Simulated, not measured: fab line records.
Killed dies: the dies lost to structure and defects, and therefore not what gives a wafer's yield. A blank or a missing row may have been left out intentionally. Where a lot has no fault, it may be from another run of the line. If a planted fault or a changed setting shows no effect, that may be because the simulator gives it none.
8D (eight disciplines) problem report, filled in by code -- flow sky130 -- the parts of the form that need people (team, actions taken, sign-off) are left out

## 1. PROBLEM STATEMENT
Mean SONOS_TUNNEL_TW at SKY_SONOS_TUNNEL_TW_MEAS_12: 174.6 over 6 wafers in 2 lots; fault-free wafers: 196.7, standard deviation 1.4. That puts it -16 standard deviations away from the usual mean.
First seen on wafer L179.1, day 15 21:17, on film metro-01. The record has a number at this step for 39 wafers belonging to 13 lots. The rule behind "out" and "out of limits": a value lying over 4 standard deviations away from the usual mean. All remaining wafers that have a number are taken as sound.

## 2. WHAT IT IS, WHAT IT ISN'T
question,is,is not
which readings at this step,SONOS_TUNNEL_TW,-
which lots,"L179, L180","L167, L171, L172, L173, L174, L176, L186, L187, L188, L189, L190"
which wafers of those lots,all that have a number,-
read on which gauges,film metro-01,"film metro-03, film metro-04"
when,from day 15 21:17,"up to then (18 sound wafers); but 15 sound wafers of L186, L187, L188, L189, L190 came after"

## 3. SUSPECTS, AND WHAT RULES EACH OUT
Counting: a tool stays on the suspect list if, at a process step up to the reading, it processed all lots that are out and no sound lot following the first of them.
- the gauge at SKY_SONOS_TUNNEL_TW_MEAS_12: kept. All the wafers that are out were read on film metro-01, and no step on other tools shows them out.
- implanter-01 at SKY_SONOS_TUNNEL_IMPLANT_09: ruled out as a lasting fault. Sound lots L188, L189 ran on it after its first lot that is out, L179 (day 15 20:52).
After counting, what remains is film metro-01 at SKY_SONOS_TUNNEL_TW_MEAS_12.

## 4. THE CAUSE (what the simulator had put in)
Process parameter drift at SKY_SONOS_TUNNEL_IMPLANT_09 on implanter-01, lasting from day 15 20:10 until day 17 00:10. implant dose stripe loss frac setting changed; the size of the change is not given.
Counting ruled it out, wrongly: the rule takes a fault to strike every lot that its tool runs from its start on, and this one did not.

## 5. THE CHAIN OF EFFECTS, in route order
Rows list readings where the struck wafers' mean (over those with a number) sits beyond 3 standard deviations from the usual. Only readings for which the record gives a usual standard deviation are gone through. hours: the time from each lot's start at the first step in this table that gives one to its start at this step, as a median over the lots. sigmas: the change in usual standard deviations.
hours,step,reading,usual,on struck wafers,change,sigmas
0,SKY_SONOS_TUNNEL_TW_MEAS_12,SONOS_TUNNEL_TW,196.7,174.6,-22.1,-16
Later steps that measure or inspect, where all struck wafers having a row at the step show a number for every such reading and not one has moved that far: SKY_SONOS_ONO_CD_MEAS_13.

## 6. HOW IT WOULD HAVE BEEN CAUGHT EARLIER
In this record the first reading out of limits at a measuring or inspecting step was taken at day 15 21:17, 1 hour after the fault began at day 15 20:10.
An alarm limit of 4 standard deviations would not have fired on the tool readings at SKY_SONOS_TUNNEL_IMPLANT_09 for which the record gives a usual standard deviation, since none of them was out on any struck wafer.
